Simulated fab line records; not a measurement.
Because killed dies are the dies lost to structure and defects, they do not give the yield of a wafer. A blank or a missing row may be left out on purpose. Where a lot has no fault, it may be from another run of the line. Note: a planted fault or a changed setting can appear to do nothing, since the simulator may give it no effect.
One fault seen from 2 desks ; flow sky130 ; only its own numbers are on each desk; what lay behind them is given at the end

## METROLOGY DESK
What the gauges read, lot by lot, whatever tool the lot ran on: means of the sampled wafers that have a number. Any lot whose mean is over 4 standard deviations away from the usual mean is out of limits and marked OUT; that distance is given in the brackets.
Columns: A = CAP2M_TIN_RS at SKY_CAP2M_RS_MEAS_03, usual 6.93 ohm/sq; B = CAP2M_TIN_THK at SKY_CAP2M_THK_MEAS_04, usual 201.5 nm
lot;first seen here;A;B
L778;day 40 17:49;6.90;201.9
L781;day 41 20:16;6.95;200.7
L783;day 42 16:53;6.89;202.7
L784;day 43 00:12;7.93 (+17) OUT;176.0 (-12) OUT
L785;day 43 03:26;7.31 (+6.7) OUT;190.6 (-5.0) OUT
L786;day 43 04:23;6.99;201.6
L791;day 44 09:37;6.84;202.0
L792;day 44 17:23;6.88;202.2
L797;day 46 02:01;6.87;202.9
This desk finds L784, L785 out of limits, with the earliest case on L784 at day 43 00:12 (CAP2M_TIN_RS at SKY_CAP2M_RS_MEAS_03). L778, L781, L783, L786, L791, L792, L797: within limits.

## DESK OF THE TOOL OWNER: pvdSputter-03
At SKY_CAP2M_SPUTTER_02 (material TiN, target thk 200 nm, time 166.7 s) the tool's own readings: per lot run on this tool, the mean of the sampled wafers that have a number. Any lot whose mean is over 4 standard deviations away from the usual mean is out of limits and marked OUT; that distance is given in the brackets.
Columns: A = cathodeDcPowerW at SKY_CAP2M_SPUTTER_02, usual 6500.0 W; B = chamberPressurePa at SKY_CAP2M_SPUTTER_02, usual 0.3999 Pa; C = throttleValvePct at SKY_CAP2M_SPUTTER_02, usual 30.5 %
lot;first seen here;A;B;C
L783;day 42 16:47;6499.9;0.4003;30.6
L784;day 43 00:04;6500.3;0.4001;30.3
L785;day 43 03:19;6499.6;0.3995;30.6
This desk's verdict: no lot among the 3 shows anything out of limits.

## TAKEN TOGETHER
L784, L785 would have let the metrology desk raise an alarm at day 43 00:12.
Nothing out of limits was seen by the tool owner's desk.
Tool owner's desk: L784, L785 on record, inside its limits.
The lots listed all ran SKY_CAP2M_SPUTTER_02 on pvdSputter-03.

## WHAT THE SIMULATOR PUT IN
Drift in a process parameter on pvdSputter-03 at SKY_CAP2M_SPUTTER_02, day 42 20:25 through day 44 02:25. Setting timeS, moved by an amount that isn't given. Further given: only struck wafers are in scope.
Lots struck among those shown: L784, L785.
Per desk, hours elapsed from the start of the fault to the first reading out of limits: for the metrology desk, 4.
